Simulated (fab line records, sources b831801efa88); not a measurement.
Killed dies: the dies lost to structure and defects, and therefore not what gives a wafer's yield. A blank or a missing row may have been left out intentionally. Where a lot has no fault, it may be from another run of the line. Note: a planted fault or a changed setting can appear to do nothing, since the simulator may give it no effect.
Chamber matching :: flow sfq line :: SFQ_TRILAYER_I2_CMP_CMP_064 on cmp-01 has 4 sister chambers
The step polishes SiO2. 18 wafers are shown with their chamber, then 8 later ones without.

## EACH WAFER AND ITS CHAMBER
wafer: L292.1
chamber: 0
motor current A (A): 8.5
time to endpoint s (s): 216
head pressure psi (psi): 2.985

wafer: L292.5
chamber: 2
motor current A (A): 8.3
time to endpoint s (s): 226
head pressure psi (psi): 2.998

wafer: L292.6
chamber: 3
motor current A (A): 12.6
time to endpoint s (s): 222
head pressure psi (psi): 3.004

wafer: L293.1
chamber: 0
motor current A (A): 8.4
time to endpoint s (s): 203
head pressure psi (psi): 3.005

wafer: L293.3
chamber: 1
motor current A (A): 10.5
time to endpoint s (s): 216
head pressure psi (psi): 3.001

wafer: L293.4
chamber: 2
motor current A (A): 8.3
time to endpoint s (s): 217
head pressure psi (psi): 3.003

wafer: L295.2
chamber: 2
motor current A (A): 8.3
time to endpoint s (s): 207
head pressure psi (psi): 2.999

wafer: L295.5
chamber: 3
motor current A (A): 12.1
time to endpoint s (s): 223
head pressure psi (psi): 2.986

wafer: L295.6
chamber: 2
motor current A (A): 8.3
time to endpoint s (s): 219
head pressure psi (psi): 2.997

wafer: L296.1
chamber: 0
motor current A (A): 8.8
time to endpoint s (s): 214
head pressure psi (psi): 2.998

wafer: L296.5
chamber: 0
motor current A (A): 8.1
time to endpoint s (s): 224
head pressure psi (psi): 2.997

wafer: L296.6
chamber: 3
motor current A (A): 13.0
time to endpoint s (s): 221
head pressure psi (psi): 3.004

wafer: L298.4
chamber: 2
motor current A (A): 7.9
time to endpoint s (s): 216
head pressure psi (psi): 2.983

wafer: L298.6
chamber: 2
motor current A (A): 8.1
time to endpoint s (s): 222
head pressure psi (psi): 3.006

wafer: L307.3
chamber: 3
motor current A (A): 13.0
time to endpoint s (s): 217
head pressure psi (psi): 3.000

wafer: L307.1
chamber: 2
motor current A (A): 8.3
time to endpoint s (s): 210
head pressure psi (psi): 3.002

wafer: L307.6
chamber: 0
motor current A (A): 8.3
time to endpoint s (s): 209
head pressure psi (psi): 3.001

wafer: L309.1
chamber: 1
motor current A (A): 9.9
time to endpoint s (s): 220
head pressure psi (psi): 2.999

SIGNATURES, as means of the wafers listed above
reading: motor current A
chamber 0: 8.420
chamber 1: 10.200
chamber 2: 8.214
chamber 3: 12.675
scatter within a chamber: 0.286

reading: time to endpoint s
chamber 0: 213.20
chamber 1: 218.00
chamber 2: 216.71
chamber 3: 220.75
scatter within a chamber: 6.18

reading: head pressure psi
chamber 0: 2.99720
chamber 1: 3.00000
chamber 2: 2.99829
chamber 3: 2.99850
scatter within a chamber: 0.00745
Rule: for a wafer and a chamber, the distance is found by dividing, reading by reading, the gap between the wafer's reading and the chamber's mean by the reading's scatter, squaring, summing and taking the root. The wafer belongs to the nearest chamber; if the next one is less than 2 further off, it can't be placed. The scatter: take each reading less its chamber's mean, square it, sum over the shown wafers, divide by the number of wafers less the number of chambers, and take the root.

## WAFERS WITHOUT THEIR CHAMBER
wafer: L309.4
motor current A (A): 8.4
time to endpoint s (s): 221
head pressure psi (psi): 3.002

wafer: L309.3
motor current A (A): 13.0
time to endpoint s (s): 226
head pressure psi (psi): 3.012

wafer: L311.4
motor current A (A): 10.3
time to endpoint s (s): 232
head pressure psi (psi): 3.009

wafer: L311.1
motor current A (A): 12.9
time to endpoint s (s): 229
head pressure psi (psi): 3.001

wafer: L311.5
motor current A (A): 8.2
time to endpoint s (s): 217
head pressure psi (psi): 2.982

wafer: L312.4
motor current A (A): 8.2
time to endpoint s (s): 222
head pressure psi (psi): 2.994

wafer: L312.2
motor current A (A): 10.2
time to endpoint s (s): 220
head pressure psi (psi): 2.997

wafer: L312.3
motor current A (A): 8.5
time to endpoint s (s): 226
head pressure psi (psi): 2.993

## EACH ONE'S CHAMBER
wafer: L309.4
from the rows above: can't be placed: 2 or 0
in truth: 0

wafer: L309.3
from the rows above: 3
in truth: 3

wafer: L311.4
from the rows above: 1
in truth: 1

wafer: L311.1
from the rows above: 3
in truth: 3

wafer: L311.5
from the rows above: can't be placed: 2 or 0
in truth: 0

wafer: L312.4
from the rows above: can't be placed: 2 or 0
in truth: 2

wafer: L312.2
from the rows above: 1
in truth: 1

wafer: L312.3
from the rows above: can't be placed: 2 or 0
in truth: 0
Correct placement for 4 of the 8. These rows do not allow placing 4 (true chamber among the candidates in 4). 0 placed wrongly.
